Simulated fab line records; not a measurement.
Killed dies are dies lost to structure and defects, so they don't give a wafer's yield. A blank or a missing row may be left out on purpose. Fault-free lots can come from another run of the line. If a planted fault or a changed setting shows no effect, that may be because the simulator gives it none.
Shared-tool check ; flow sky130 ; Lots sampled 14, wafers sampled 42

## WHAT PROMPTED THE OPENING
Of 14 lots, 2 have the reading SPACER_CVD_00_THK flagged at SKY_SPACER_THK_MEAS_01. No-fault wafers: 43.0 nm, standard deviation 0.41.
Rule: a lot is flagged when every wafer of it that has a number lies more than 4 standard deviations from that mean, or none has a number. The other lots count as sound.

lot;measured;on;SPACER_CVD_00_THK (nm), wafer by wafer;flag
L408;day 23 23:00;film-metro-03;44.0 43.7 43.7;
L406;day 24 02:26;film-metro-03;42.9 43.3 43.1;
L409;day 24 03:40;film-metro-03;43.2 43.2 43.1;
L410;day 24 13:02;film-metro-03;43.1 42.8 43.2;
L411;day 24 23:10;film-metro-04;52.4 53.0 52.6;FLAGGED
L413;day 25 15:41;film-metro-04;51.8 51.9 52.1;FLAGGED
L421;day 28 11:20;film-metro-01;42.4 42.3 42.4;
L422;day 28 15:09;film-metro-01;42.5 42.7 42.5;
L425;day 30 14:31;film-metro-03;43.7 43.4 43.1;
L423;day 30 15:43;film-metro-04;43.3 43.7 43.8;
L426;day 30 15:44;film-metro-03;42.9 43.1 42.8;
L427;day 30 16:56;film-metro-04;42.8 42.6 42.8;
L428;day 30 18:08;film-metro-03;43.6 43.5 43.1;
L429;day 31 03:37;film-metro-03;43.1 43.1 43.1;
On average the flagged lots' numbers are 52.3 nm, which is +9.3 nm against the usual, or +23 standard deviations.

## EACH LOT AND THE TOOL IT RAN ON
The record keeps 1 process step preceding the reading, out of 708 steps on the route. In each cell: the tool, then ch and the chambers that the sampled wafers went through, then the start.
lot;flag;SKY_SPACER_CVD_00
L408;;lpcvd-02 ch 0, day 23 21:46
L406;;lpcvd-02 ch 1, day 24 01:14
L409;;lpcvd-02 ch 1, day 24 02:26
L410;;lpcvd-02 ch 1, day 24 11:49
L411;FLAGGED;lpcvd-02 ch 1, day 24 21:57
L413;FLAGGED;lpcvd-02 ch 1, day 25 14:28
L421;;lpcvd-02 ch 0, day 28 10:07
L422;;lpcvd-02 ch 0, day 28 13:57
L425;;lpcvd-02 ch 0, day 30 13:19
L423;;lpcvd-02 ch 1, day 30 14:31
L426;;lpcvd-02 ch 1, day 30 14:31
L427;;lpcvd-02 ch 0, day 30 15:43
L428;;lpcvd-02 ch 0, day 30 16:55
L429;;lpcvd-02 ch 1, day 31 02:25
What the steps here do:
- SKY_SPACER_CVD_00: deposits Si3N4 from DCS/NH3, target thk 43.1 nm, time 740 s.
- SKY_SPACER_THK_MEAS_01

## FLAGGED OVER TOTAL, TOOL BY TOOL (the gauges that took the reading come last)
step;tool;lots run;flagged;share of the flagged lots;sound lots run after its first flagged lot
SKY_SPACER_CVD_00;lpcvd-02;14;2;all;8 (L421,L422,L425,L423,L426,L427,L428,L429)
SKY_SPACER_THK_MEAS_01;film-metro-01;2;0;none;-
SKY_SPACER_THK_MEAS_01;film-metro-03;8;0;none;-
SKY_SPACER_THK_MEAS_01;film-metro-04;4;2;all;2 (L423,L427)

## WHAT IS ALLOWED BY THE TABLE
Table rows that saw every flagged lot: 2, namely lpcvd-02 at SKY_SPACER_CVD_00 and film-metro-04 at SKY_SPACER_THK_MEAS_01.
- lpcvd-02 at SKY_SPACER_CVD_00: 2 of its 14 lots flagged. Sound lots ran on it after the first flagged one (L421, L422, L425, L423, L426, L427, L428, L429), which a lasting fault on the whole tool wouldn't allow. Its own readings (spike-tc-bottom-C, spike-tc-centre-C, spike-tc-lower-C, spike-tc-top-C, spike-tc-upper-C, susceptor-temp-C) fall more than 4 standard deviations out on all wafers of the flagged lots.
- film-metro-04 at SKY_SPACER_THK_MEAS_01: 2 of its 4 lots flagged. Sound lots ran on it after the first flagged one (L423, L427), which a lasting fault on the whole tool wouldn't allow.
Not one row of the table ran every flagged lot while running no sound lot after the first.

## WHAT WAS PUT IN BY THE SIMULATOR
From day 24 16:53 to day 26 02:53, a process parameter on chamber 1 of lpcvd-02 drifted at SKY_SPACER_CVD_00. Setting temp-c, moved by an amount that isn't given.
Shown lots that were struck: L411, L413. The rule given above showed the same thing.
